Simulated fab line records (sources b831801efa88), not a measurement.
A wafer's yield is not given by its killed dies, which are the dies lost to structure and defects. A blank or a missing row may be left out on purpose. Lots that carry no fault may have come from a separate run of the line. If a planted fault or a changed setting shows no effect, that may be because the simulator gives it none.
The tool behind it: which one? :: flow sky130 :: at 1 step of a route of 708, 13 lots with 37 wafers sampled

WHAT EACH GAUGE READ, for each wafer
SKY_LI_CONTACT_BOW_MEAS_03.
lot: L877
measured: day 27 23:05
on: film-metro-02
LI_CONTACT_BOW (um): 44 69 55

lot: L878
measured: day 28 08:10
on: film-metro-04
LI_CONTACT_BOW (um): 61 53 67

lot: L879
measured: day 28 11:20
on: film-metro-01
LI_CONTACT_BOW (um): 54 63 48

lot: L881
measured: day 29 14:59
on: film-metro-04
LI_CONTACT_BOW (um): 65 63 46

lot: L882
measured: day 29 16:01
on: film-metro-01
LI_CONTACT_BOW (um): 63 57 56

lot: L883
measured: day 29 22:57
on: film-metro-01
LI_CONTACT_BOW (um): 60 62 42

lot: L884
measured: day 30 09:55
on: film-metro-04
LI_CONTACT_BOW (um): 59 63 59

lot: L891
measured: day 32 20:44
on: film-metro-02
LI_CONTACT_BOW (um): 52 60 62

lot: L892
measured: day 33 04:24
on: film-metro-02
LI_CONTACT_BOW (um): 53 58

lot: L893
measured: day 33 19:37
on: film-metro-01
LI_CONTACT_BOW (um): 57 54 55

lot: L894
measured: day 33 21:34
on: film-metro-01
LI_CONTACT_BOW (um): 51 57

lot: L897
measured: day 34 16:36
on: film-metro-02
LI_CONTACT_BOW (um): 54 56 44

lot: L898
measured: day 35 16:44
on: film-metro-04
LI_CONTACT_BOW (um): 64 43 53

WHICH TOOL RAN EACH LOT (tool, then ch and the chambers of the sampled wafers, then the start)
No process step before these readings appears in the record.

AS READ BY THE TOOLS THEMSELVES (means over the sampled wafers that have a number; for cases with no such wafer, the mark the record gives instead)
The record holds no such reading with a usual standard deviation.

THE ANSWER, worked out from the rows above alone
Rule: the lots themselves supply what counts as usual. The widest of any qualifying gaps counts: lots, ordered by their means at a reading, are off when they make up no more than a third of the lots, leave a main group of 4 or more, and stand apart from it by 3 or more times the standard deviation of that group's means. Not used: any main group whose means are identical at the precision the tables above print for the reading. Also off: a lot with no number at a reading for which 4 or more lots have one. Where the step has rows for the other lots, those lots are counted as sound. The gauges are gone through in route order, then the tools' own readings, and for those a lot's mean is taken as printed above. The first step at which some lot is off is used, and at that step the reading that is off furthest; a lot without a number counts as furthest.
Across all readings shown, no lot is off: no conclusion can be drawn from this.

WHAT THE SIMULATOR HAD INSERTED
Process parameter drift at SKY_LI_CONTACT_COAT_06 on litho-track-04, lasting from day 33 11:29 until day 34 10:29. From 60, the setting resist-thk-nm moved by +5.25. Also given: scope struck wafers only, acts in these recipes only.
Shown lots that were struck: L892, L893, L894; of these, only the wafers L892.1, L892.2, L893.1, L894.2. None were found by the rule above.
